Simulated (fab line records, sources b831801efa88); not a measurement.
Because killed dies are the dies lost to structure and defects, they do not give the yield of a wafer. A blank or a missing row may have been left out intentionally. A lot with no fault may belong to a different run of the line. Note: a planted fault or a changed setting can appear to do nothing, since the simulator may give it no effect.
8D (eight disciplines) problem report, filled in by code :: flow gf180mcu :: the parts of the form that need people (team, actions taken, sign-off) are left out

1. WHAT IS WRONG
runLengthS at GF_HV_LDD_SOFTBAKE_42 reads a mean of 94.83 s on 2 wafers of 2 lots; wafers without a fault read 89.02 s with a standard deviation of 0.14. That is +42 standard deviations from the usual mean.
The step: time 60 s.
Seen first at day 17 10:56 on lithoTrack-04, wafer L770.1. Wafers with a number at this step in the record: 42, from 14 lots. Rule for "out", or "out of limits": more than 4 standard deviations from the usual mean. The other wafers with a number count as sound.

2. WHAT IT IS, AND WHAT IT ISN'T
question: which readings at this step
is: runLengthS
is not: -

question: which lots
is: L770, L771
is not: L754, L755, L756, L759, L760, L762, L763, L764, L765, L768, L775, L777

question: which wafers of those lots
is: L770.1, L771.6
is not: L770.3, L770.4, L771.2, L771.5

question: read on which tools
is: lithoTrack-04
is not: lithoTrack-02, lithoTrack-03

question: when
is: from day 17 10:56
is not: up to then (32 sound wafers); but 8 sound wafers of L771, L775, L777 came after

3. WHAT RULES OUT EACH SUSPECT
Counting: any tool at a process step up to the reading remains a suspect provided it ran every lot that is out. Sound lots after the first of them don't rule it out here, since some wafers of a struck lot are sound.
- lithoTrack-04 at GF_HV_LDD_SOFTBAKE_42 (time 60 s): kept. It ran every lot that is out, first L770 (day 17 10:56); its last sound lot up to then is L768 (day 17 02:41). On those wafers its own readings are out: runLengthS.
The count leaves lithoTrack-04 at GF_HV_LDD_SOFTBAKE_42.

4. THE CAUSE (what the simulator had put in)
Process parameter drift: lithoTrack-04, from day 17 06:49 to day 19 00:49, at GF_HV_LDD_SOFTBAKE_42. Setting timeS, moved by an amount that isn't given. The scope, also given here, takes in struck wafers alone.
After counting, this tool was the only one left.

5. SEQUENCE OF EFFECTS, ordered by route
Rows list readings where the struck wafers' mean (over those with a number) sits beyond 3 standard deviations from the usual. Scope: only readings with a usual standard deviation given in the record; hours: median across lots of the time from each lot's start at the first step in this table that gives one to its start at this step; sigmas: change in usual standard deviations.
hours: 0
step: GF_HV_LDD_SOFTBAKE_42
reading: runLengthS
usual: 89.02 s
on struck wafers: 94.83
change: +5.81
sigmas: +42
The process steps in it:
- GF_HV_LDD_SOFTBAKE_42: time 60 s.
Later steps that measure or inspect, where all struck wafers having a row at the step show a number for every such reading and not one has moved that far: GF_HV_LDD_TW_MEAS_50.

6. WHAT WOULD HAVE CAUGHT IT SOONER
The fault began at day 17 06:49; the first out-of-limits reading in this record came at day 17 10:56, 4 hours later.
